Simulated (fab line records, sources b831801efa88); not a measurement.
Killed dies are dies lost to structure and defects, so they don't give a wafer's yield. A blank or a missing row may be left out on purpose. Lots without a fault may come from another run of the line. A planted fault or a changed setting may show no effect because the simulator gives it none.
Which tool did it? | flow sky130 | 15 lots, 45 wafers sampled, at 2 steps of a route of 708

WHAT THE GAUGES READ, wafer by wafer
The record holds no reading of a measuring or inspecting step that can be judged against a usual standard deviation.

WHICH TOOL RAN EACH LOT (tool, then ch and the chambers of the sampled wafers, then the start)
lot  | SKY_CAPM_STRIP_14                    | SKY_PAD_OPEN_PROBE_99
L630 | plasma_asher-04 ch 0,1, day 37 06:47 | prober-02, day 45 14:26
L632 | plasma_asher-03 ch 0,1, day 37 17:16 | prober-01, day 45 18:52
L633 | plasma_asher-03 ch 0,1, day 38 06:52 | prober-01, day 46 08:04
L634 | plasma_asher-01 ch 0,1, day 38 19:44 | prober-02, day 46 17:02
L635 | plasma_asher-03 ch 0,1, day 38 21:46 | prober-01, day 46 21:23
L636 | plasma_asher-03 ch 0,1, day 39 09:01 | prober-02, day 47 06:29
L638 | plasma_asher-04 ch 0,1, day 39 14:35 | prober-01, day 47 12:38
L641 | plasma_asher-01 ch 0,1, day 43 01:31 | prober-01, day 50 04:56
L643 | plasma_asher-04 ch 0,1, day 43 04:41 | prober-01, day 50 08:37
L645 | plasma_asher-04 ch 0,1, day 43 06:43 | prober-01, day 50 10:14
L644 | plasma_asher-03 ch 0,1, day 43 06:47 | prober-02, day 50 11:26
L649 | plasma_asher-04 ch 0,1, day 43 07:05 | prober-01, day 50 11:52
L648 | plasma_asher-03 ch 0,1, day 43 07:49 | prober-02, day 50 13:14
L650 | plasma_asher-04 ch 0,1, day 43 08:46 | prober-01, day 50 13:33
L652 | plasma_asher-03 ch 0,1, day 43 12:10 | prober-01, day 50 15:30
- SKY_CAPM_STRIP_14: strips in O2/N2.
- SKY_PAD_OPEN_PROBE_99

WHAT THE TOOLS THEMSELVES READ (means of the sampled wafers that have a number; where no wafer has one, the mark that the record gives instead)
SKY_CAPM_STRIP_14.
lot  | tool            | chamber_pressure_mTorr (mTorr) | drypump_motor_current_A (A) | n2_flow_sccm (sccm) | oes_product_au (a.u.) | strip_time_to_endpoint_s (s)
L630 | plasma_asher-04 | 1500.6                         | 5.5                         | 300.3               | 0.710                 | 12.65
L632 | plasma_asher-03 | 1499.7                         | 5.3                         | 300.3               | 0.711                 | 12.71
L633 | plasma_asher-03 | 1500.5                         | 5.3                         | 299.5               | 0.711                 | 12.67
L634 | plasma_asher-01 | 1500.1                         | 6.1                         | 300.3               | 0.709                 | 12.72
L635 | plasma_asher-03 | -                              | -                           | -                   | -                     | -
L636 | plasma_asher-03 | -                              | -                           | -                   | -                     | -
L638 | plasma_asher-04 | -                              | -                           | -                   | -                     | -
L641 | plasma_asher-01 | 1500.6                         | 6.2                         | 300.0               | 0.712                 | 12.70
L643 | plasma_asher-04 | 1500.4                         | 5.5                         | 300.4               | 0.710                 | 12.70
L645 | plasma_asher-04 | 1499.4                         | 5.5                         | 299.5               | 0.710                 | 12.65
L644 | plasma_asher-03 | 1499.6                         | 5.3                         | 299.5               | 0.709                 | 12.69
L649 | plasma_asher-04 | 1500.7                         | 5.5                         | 300.1               | 0.713                 | 12.73
L648 | plasma_asher-03 | 1499.4                         | 5.4                         | 298.8               | 0.715                 | 12.70
L650 | plasma_asher-04 | 1500.5                         | 5.5                         | 299.4               | 0.709                 | 12.69
L652 | plasma_asher-03 | 1500.2                         | 5.3                         | 299.7               | 0.710                 | 12.67

SKY_PAD_OPEN_PROBE_99.
lot  | tool      | defect_limited_yield (%) | killed_at_M0_to_M3 | killed_at_M4_up | killed_at_contacts | killed_at_front_end | killed_at_other | killed_dies | killed_on_rim | killed_open | killed_short | sort_bin_3_pad_short (%) | sort_bin_5_function (%) | sort_bin_6_memory (%) | sort_n_pass | sort_yield_pct (%)
L630 | prober-02 | 80.2                     | 46                 | 2.3             | 28                 | 21                  | 0.0             | 98          | 20            | 56          | 42           | 1.1                      | 11.9                    | 6.8                   | 394         | 80.2
L632 | prober-01 | 83.1                     | 38                 | 2.7             | 28                 | 14                  | 0.3             | 83          | 18            | 51          | 31           | 0.7                      | 9.0                     | 7.1                   | 409         | 83.1
L633 | prober-01 | 82.6                     | 44                 | 4.3             | 19                 | 18                  | 0.0             | 85          | 17            | 47          | 37           | 0.7                      | 10.7                    | 6.0                   | 407         | 82.6
L634 | prober-02 | 79.6                     | 59                 | 3.0             | 23                 | 15                  | 0.3             | 101         | 19            | 57          | 44           | 1.2                      | 11.0                    | 8.2                   | 391         | 79.6
L635 | prober-01 | 0.4                      | 10                 | 0.3             | 5                  | 3                   | 471.7           | 490         | 96            | 10          | 8            | 24.9                     | 72.0                    | 2.7                   | 2           | 0.4
L636 | prober-02 | 0.1                      | 8                  | 0.3             | 4                  | 1                   | 478.0           | 491         | 96            | 8           | 5            | 24.5                     | 72.2                    | 3.2                   | 1           | 0.1
L638 | prober-01 | 0.3                      | 6                  | 0.7             | 4                  | 2                   | 477.3           | 490         | 95            | 9           | 4            | 21.7                     | 75.6                    | 2.4                   | 2           | 0.3
L641 | prober-01 | 80.0                     | 46                 | 3.7             | 24                 | 23                  | 1.3             | 99          | 20            | 58          | 40           | 1.0                      | 12.6                    | 6.4                   | 393         | 80.0
L643 | prober-01 | 81.8                     | 40                 | 2.3             | 24                 | 22                  | 0.7             | 89          | 22            | 51          | 38           | 0.8                      | 9.8                     | 7.6                   | 403         | 81.8
L645 | prober-01 | 82.8                     | 44                 | 3.3             | 21                 | 16                  | 0.0             | 85          | 18            | 46          | 39           | 0.7                      | 10.7                    | 5.8                   | 407         | 82.8
L644 | prober-02 | 84.3                     | 36                 | 3.3             | 19                 | 19                  | 0.0             | 77          | 15            | 42          | 34           | 0.6                      | 8.8                     | 6.2                   | 415         | 84.3
L649 | prober-01 | 82.7                     | 42                 | 2.0             | 22                 | 19                  | 0.3             | 85          | 18            | 45          | 40           | 1.0                      | 10.4                    | 5.9                   | 407         | 82.7
L648 | prober-02 | 82.9                     | 38                 | 2.0             | 26                 | 17                  | 0.7             | 84          | 15            | 43          | 40           | 0.5                      | 10.3                    | 6.2                   | 408         | 82.9
L650 | prober-01 | 81.1                     | 49                 | 5.0             | 26                 | 14                  | 0.0             | 93          | 17            | 56          | 36           | 0.7                      | 10.3                    | 7.9                   | 399         | 81.1
L652 | prober-01 | 82.1                     | 48                 | 3.3             | 21                 | 14                  | 1.3             | 88          | 17            | 47          | 40           | 1.2                      | 10.3                    | 6.4                   | 404         | 82.1

THE ANSWER, worked out from the rows above alone
Rule: what is usual is taken from the lots themselves. Put in order of their means at a reading, lots are off if they are a third of the lots or fewer, leave a main group of 4 or more, and stand apart from it by a gap of 3 or more times the standard deviation of the main group's means; of several such gaps the widest counts. A main group whose means are all the same, to the digits that the tables above print for the reading, isn't used. A lot without any number at a reading at which 4 lots or more have one is off too. The other lots that the step has rows for count as sound. The gauges are gone through in route order, then the tools' own readings, and for those a lot's mean is taken as printed above. The first step at which some lot is off is used, and at that step the reading that is off furthest; a lot without a number counts as furthest.
Off: L635, L636, L638, at SKY_CAPM_STRIP_14 (chamber_pressure_mTorr). Without a number there: L635, L636, L638. The main group: mean 1500.1 mTorr, standard deviation 0.47.
A tool fits if, at that step or a process step before it, it ran every lot that is off, and no sound lot after the first of them. None of those tried fits.

WHAT THE SIMULATOR HAD PUT IN
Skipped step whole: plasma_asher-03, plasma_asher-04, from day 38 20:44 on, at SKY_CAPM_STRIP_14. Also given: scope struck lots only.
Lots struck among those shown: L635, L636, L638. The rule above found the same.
